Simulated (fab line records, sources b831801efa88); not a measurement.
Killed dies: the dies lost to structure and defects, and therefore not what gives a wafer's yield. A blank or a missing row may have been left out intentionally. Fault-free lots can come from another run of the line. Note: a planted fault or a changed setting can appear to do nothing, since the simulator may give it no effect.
The tool behind it: which one? || flow sky130 || 10 lots (30 wafers sampled), 1 step of a 708-step route

WHAT THE GAUGES READ, wafer by wafer
SKY_VIA3_THK_MEAS_23: measures by xrf.
{"lot": "L822", "measured": "day 41 11:13", "on": "film-metro-03", "VIA3_W_THK (nm)": "380 368 380"}
{"lot": "L826", "measured": "day 42 08:16", "on": "film-metro-02", "VIA3_W_THK (nm)": "386 385 389"}
{"lot": "L827", "measured": "day 42 17:23", "on": "film-metro-01", "VIA3_W_THK (nm)": "375 377 373"}
{"lot": "L828", "measured": "day 42 19:23", "on": "film-metro-02", "VIA3_W_THK (nm)": "388 388 387"}
{"lot": "L829", "measured": "day 43 06:45", "on": "film-metro-02", "VIA3_W_THK (nm)": "389 388 388"}
{"lot": "L834", "measured": "day 44 07:23", "on": "film-metro-01", "VIA3_W_THK (nm)": "377 374 380"}
{"lot": "L835", "measured": "day 44 18:42", "on": "film-metro-02", "VIA3_W_THK (nm)": "390 387 385"}
{"lot": "L836", "measured": "day 45 14:13", "on": "film-metro-02", "VIA3_W_THK (nm)": "378 375 382"}
{"lot": "L839", "measured": "day 45 20:13", "on": "film-metro-03", "VIA3_W_THK (nm)": "369 374 371"}
{"lot": "L840", "measured": "day 46 01:58", "on": "film-metro-02", "VIA3_W_THK (nm)": "377 380 381"}

TOOL THAT RAN EACH LOT (tool first, then ch and the chambers of the sampled wafers, then the start)
There is no process step in the record ahead of these readings.

THE ANSWER, worked out from the rows above alone
Rule: the usual values come from the lots themselves. Put in order of their means at a reading, lots are off if they are a third of the lots or fewer, leave a main group of 4 or more, and stand apart from it by a gap of 3 or more times the standard deviation of the main group's means; of several such gaps the widest counts. A main group whose means are all the same, to the digits that the tables above print for the reading, isn't used. Also off: a lot with no number at a reading for which 4 or more lots have one. The other lots that the step has rows for count as sound.
None of the lots is off at any reading shown; this tells nothing.

WHAT THE SIMULATOR HAD PUT IN
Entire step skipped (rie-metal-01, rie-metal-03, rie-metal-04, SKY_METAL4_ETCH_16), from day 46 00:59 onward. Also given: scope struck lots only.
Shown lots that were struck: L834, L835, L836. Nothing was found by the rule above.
